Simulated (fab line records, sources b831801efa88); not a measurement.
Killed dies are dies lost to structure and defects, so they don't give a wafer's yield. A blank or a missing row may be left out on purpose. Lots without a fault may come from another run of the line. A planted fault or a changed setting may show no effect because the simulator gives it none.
Chamber matching | flow gf180mcu | GF_STI_CMP_25 on cmp-01: 4 sister chambers
The step polishes, stops on Si3N4, t overpolish 33 s, target thk 524.6 nm. 4 wafers are shown with their chamber, then 8 later ones without.

WAFERS WITH THEIR CHAMBER
wafer  | chamber | motor_current_A (A)
L662.6 | 2       | 10.2
L663.2 | 1       | 13.0
L667.5 | 3       | 11.4
L669.1 | 0       | 10.5

WAFERS WITHOUT THEIR CHAMBER
wafer  | motor_current_A (A)
L669.2 | 11.0
L669.5 | 11.5
L671.1 | 11.2
L671.3 | 11.2
L671.6 | 11.6
L682.2 | 10.4
L682.3 | 10.8
L682.6 | 10.7

WHICH CHAMBER EACH WENT THROUGH
wafer  | from the rows above          | in truth
L669.2 | can't be placed: 3 or 0 or 2 | 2
L669.5 | 3                            | 3
L671.1 | 3                            | 3
L671.3 | 3                            | 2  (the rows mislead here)
L671.6 | 3                            | 3
L682.2 | can't be placed: 0 or 2      | 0
L682.3 | can't be placed: 0 or 3 or 2 | 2
L682.6 | can't be placed: 0 or 2      | 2
Placed correctly: 3 of 8. Can't be placed from these rows: 4 (the true chamber is among the candidates in 4). Placed wrongly: 1.
How it was worked out, from the rows above alone: a wafer's distance from a chamber is the root of the sum, over the readings, of the square of ((its reading less the chamber's mean) divided by the reading's scatter). The wafer belongs to the nearest chamber; if the next one is less than 2 further off, it can't be placed. A chamber's mean is the mean of its shown wafers. The scatter: with one shown wafer a chamber, the root of the mean of the squares of how far each hidden wafer lies from its nearest shown one.
